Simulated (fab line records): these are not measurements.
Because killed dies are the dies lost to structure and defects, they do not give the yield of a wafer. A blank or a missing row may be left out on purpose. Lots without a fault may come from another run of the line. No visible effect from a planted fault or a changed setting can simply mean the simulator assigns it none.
Chamber matching    flow gf180mcu    GF_M5_ETCH_09 on rie_diel-01 has 4 sister chambers
The step etches Si3N4 in CF4/O2, target depth 52 nm, time 11.6 s. 4 wafers are shown with their chamber, then 9 later ones without.

== WAFERS PAIRED WITH THEIR CHAMBERS ==
wafer   chamber  drypump_motor_current_A (A)
L533.4  2        5.7
L536.2  0        6.2
L540.3  1        5.2
L540.6  3        5.9

== WAFERS WHOSE CHAMBER IS MISSING ==
wafer   drypump_motor_current_A (A)
L543.1  5.7
L543.2  6.3
L543.5  5.8
L544.2  6.2
L544.5  5.2
L544.6  5.7
L550.3  5.2
L550.4  6.2
L550.5  5.8

== THE CHAMBER EACH PASSED THROUGH ==
wafer   from the rows above      in truth
L543.1  2                        2
L543.2  0                        0
L543.5  can't be placed: 2 or 3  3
L544.2  0                        0
L544.5  1                        1
L544.6  2                        2
L550.3  1                        1
L550.4  0                        0
L550.5  can't be placed: 2 or 3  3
7 of 9 placed correctly. From these rows, 2 cannot be placed; in 2 the true chamber is one of the candidates. Number placed wrongly: 0.
How it was worked out, from the rows above alone: a wafer's distance from a chamber is the root of the sum, over the readings, of the square of ((its reading less the chamber's mean) divided by the reading's scatter). The wafer belongs to the nearest chamber; if the next one is less than 2 further off, it can't be placed. A chamber's mean is the mean of its shown wafers. The scatter (one wafer shown for each chamber): square how far every hidden wafer sits from the nearest shown wafer, average those squares and take the square root.
